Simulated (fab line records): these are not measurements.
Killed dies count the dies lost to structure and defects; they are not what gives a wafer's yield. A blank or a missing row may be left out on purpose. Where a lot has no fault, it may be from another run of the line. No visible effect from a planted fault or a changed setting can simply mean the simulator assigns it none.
A single fault, viewed from 2 desks + flow gf180mcu + only its own numbers are on each desk; what lay behind them is given at the end

## METROLOGY DESK
What the gauges read, lot by lot, whatever tool the lot ran on: means of the sampled wafers that have a number. Any lot whose mean is over 4 standard deviations away from the usual mean is out of limits and marked OUT; that distance is given in the brackets.
Columns: A = HV_LDD_3_TW at GF_HV_LDD_TW_MEAS_38, usual 1420; B = HV_LDD_RS at GF_HV_LDD_RS_MEAS_53, usual 426.9 ohm/sq
| lot  | first seen here | A              | B               |
|------|-----------------|----------------|-----------------|
| L479 | day 13 09:56    | 1404           | 426.7           |
| L480 | day 13 13:46    | 1443           | 426.8           |
| L481 | day 14 03:41    | 1446           | 426.3           |
| L482 | day 14 10:49    | 1401           | 427.3           |
| L485 | day 15 04:58    | 1446           | 426.1           |
| L486 | day 15 14:07    | 1409           | 426.6           |
| L490 | day 16 22:01    | 1764 (+20) OUT | 366.4 (-69) OUT |
| L491 | day 17 03:28    | 1417           | 427.2           |
| L492 | day 17 07:07    | 1732 (+18) OUT | 365.8 (-69) OUT |
| L496 | day 18 21:38    | 1403           | 426.6           |
| L497 | day 19 00:14    | 1410           | 427.0           |
| L501 | day 20 01:56    | 1434           | 427.1           |
This desk finds L490, L492 out of limits, with the earliest case on L490 at day 16 22:01 (HV_LDD_3_TW at GF_HV_LDD_TW_MEAS_38). In limits: L479, L480, L481, L482, L485, L486, L491, L496, L497, L501.

## TOOL OWNER'S DESK, implanter-01
The tool's own readings at GF_HV_LDD_IMPLANT_36, given as means over the sampled wafers that have a number, one for each lot that went through this tool. Any lot whose mean is over 4 standard deviations away from the usual mean is out of limits and marked OUT; that distance is given in the brackets.
Columns: A = doseIonsCm2 at GF_HV_LDD_IMPLANT_36, usual 7.499e+12; B = faradayCurrentUA at GF_HV_LDD_IMPLANT_36, usual 42.2
| lot  | first seen here | A                           | B                       |
|------|-----------------|-----------------------------|-------------------------|
| L479 | day 13 09:41    | 7.493e+12                   | 42.1                    |
| L482 | day 14 10:35    | 7.494e+12                   | 42.8                    |
| L485 | day 15 04:44    | 7.493e+12                   | 42.5                    |
| L486 | day 15 13:52    | 7.496e+12                   | 42.3                    |
| L490 | day 16 21:47    | 3.375e+13 (+99 or more) OUT | 188.8 (+99 or more) OUT |
| L492 | day 17 06:52    | 3.374e+13 (+99 or more) OUT | 190.1 (+99 or more) OUT |
This desk's verdict: out of limits on L490, L492, starting with L490 at day 16 21:47 (doseIonsCm2 at GF_HV_LDD_IMPLANT_36). In limits: L479, L482, L485, L486.

## PUT TOGETHER
At day 16 21:47, on L490, L492, the tool owner's desk was in a position to raise an alarm.
On L490, L492, the metrology desk was in a position to raise an alarm at day 16 22:01.
Of the lots named, all ran GF_HV_LDD_IMPLANT_36 on implanter-01.

## WHAT THE SIMULATOR HAD INSERTED
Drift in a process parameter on implanter-01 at GF_HV_LDD_IMPLANT_36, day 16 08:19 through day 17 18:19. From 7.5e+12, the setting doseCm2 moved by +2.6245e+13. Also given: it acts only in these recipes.
Lots struck among those shown: L490, L492.
Hours from the fault's start to each desk's first reading out of limits: the tool owner's desk, 13; the metrology desk, 14.
